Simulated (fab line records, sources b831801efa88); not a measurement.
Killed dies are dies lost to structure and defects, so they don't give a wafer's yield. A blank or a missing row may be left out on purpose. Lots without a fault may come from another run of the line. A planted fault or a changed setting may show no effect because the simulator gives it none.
Split-lot experiment | flow gf180mcu | 5 lots, 23 wafers read, on a route of 602 steps

THE SPLIT
At GF_PASSIVATION_CVD_00 (deposits SiO2 from TEOS, target thk 1000 nm, time 111.95 s), the setting time_s was moved away from the recipe's 111.95 s on 7 of the 23 wafers read, by -11.5% to -9.4%. The other wafers ran this setting at the recipe's value.

The file shows no step between the split and the reading.

THE READING
PASSIVATION_CVD_00_THK, in nm, at GF_PASSIVATION_THK_MEAS_01. Fault-free wafers of this fab line usually give 1003 nm, standard deviation 11 nm.

wafer  | tool, chamber at the split | time_s as run, s | against the recipe | PASSIVATION_CVD_00_THK, nm | against lot-mates on the recipe
L075.1 | pecvd-03, 0                | 100.3            | -10.4%             | 876                        | -114
L075.2 | pecvd-03, 1                | 111.95           | recipe             | 990                        | -
L075.3 | pecvd-03, 2                | 100.3            | -10.4%             | 888                        | -102
L075.5 | pecvd-03, 2                | 111.95           | recipe             | 991                        | -
L075.6 | pecvd-03, 0                | 100.3            | -10.4%             | 889                        | -102
L076.1 | pecvd-03, 1                | 111.95           | recipe             | 989                        | -
L076.2 | pecvd-03, 2                | 111.95           | recipe             | 998                        | -
L076.3 | pecvd-03, 0                | 111.95           | recipe             | 978                        | -
L076.5 | pecvd-03, 1                | 111.95           | recipe             | 1010                       | -
L076.6 | pecvd-03, 0                | 111.95           | recipe             | 1012                       | -
L079.1 | pecvd-03, 0                | 111.95           | recipe             | 987                        | -
L079.2 | pecvd-03, 1                | 99.04            | -11.5%             | 888                        | -100
L079.3 | pecvd-03, 2                | 111.95           | recipe             | 977                        | -
L079.4 | pecvd-03, 2                | 111.95           | recipe             | 1001                       | -
L079.5 | pecvd-03, 0                | 99.04            | -11.5%             | 886                        | -102
L080.1 | pecvd-04, 2                | 111.95           | recipe             | 986                        | -
L080.2 | pecvd-04, 1                | 111.95           | recipe             | 998                        | -
L080.6 | pecvd-04, 0                | 111.95           | recipe             | 1008                       | -
L085.1 | pecvd-03, 2                | 111.95           | recipe             | 992                        | -
L085.2 | pecvd-03, 1                | 101.4            | -9.4%              | 912                        | -94
L085.4 | pecvd-03, 1                | 111.95           | recipe             | 1015                       | -
L085.5 | pecvd-03, 0                | 101.4            | -9.4%              | 917                        | -89
L085.6 | pecvd-03, 2                | 111.95           | recipe             | 1011                       | -

THE FIT
A straight line over all 23 wafers: PASSIVATION_CVD_00_THK changes by +9.86 nm for each +1% of time_s; r = +0.97; the points scatter about the line by 12 nm.
The same after taking each lot's own level away (the mean of its wafers on the recipe; 23 wafers): +9.59 nm for each +1%; r = +0.98; scatter 9.9 nm.
On that fit, the largest move of time_s shifts the reading by 1.1e+02 nm.
The lots' own levels span 988.3 to 1006.0 nm, that is 1.6 times the standard deviation above.
So the lot-to-lot level changes the slope little: the two slopes agree.
Check: with one of the wafers moved furthest among these (-11.5%) left out of the fit, the line predicts -113 nm for it against its lot-mates. It came out at -100 nm against them.

OTHER SPLITS ON THESE WAFERS
These wafers also went through other splits before the reading. Each is held against what the fit with the lots' levels taken away leaves over:
other split on the same wafers         | wafers away from the commonest value | r with PASSIVATION_CVD_00_THK (lot level and that fit taken away)
GF_V3_SPUTTER_22 time_s                | 9                                    | -0.12
GF_V4_COAT_09 resist_thk_nm            | 8                                    | -0.01
GF_MIM_SPUTTER_02 time_s               | 6                                    | +0.34
GF_MIM_SPUTTER_08 power_w              | 5                                    | +0.07
GF_MIM_METAL_ETCH_19 time_s            | 11                                   | -0.28
GF_M5_PEB_05 peb_temp_c                | 11                                   | -0.11
GF_V5_SPUTTER_21 chamber_pressure_pa   | 15                                   | +0.05
GF_TOP_METAL_DEVELOP_13 develop_time_s | 7                                    | -0.11

THE WHOLE CHAIN: every reading that the file lists as answering this split, in the file's order
step                       | what it does                                               | reading                                                                            | change (the file's fit)             | r (the file's)
GF_PASSIVATION_CVD_00      | deposits SiO2 from TEOS, target thk 1000 nm, time 111.95 s | SiO2_of_PASSIVATION_CVD_00.thk_nm (the simulator's own value, which no gauge read) | +9.5 nm for each +1% of the setting | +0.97
GF_PASSIVATION_THK_MEAS_01 |                                                            | PASSIVATION_CVD_00_THK                                                             | +9.5 for each +1% of the setting    | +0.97

THE FILE'S OWN FIT
PASSIVATION_CVD_00_THK changes by +9.5 nm for each +1% of time_s, r = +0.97.
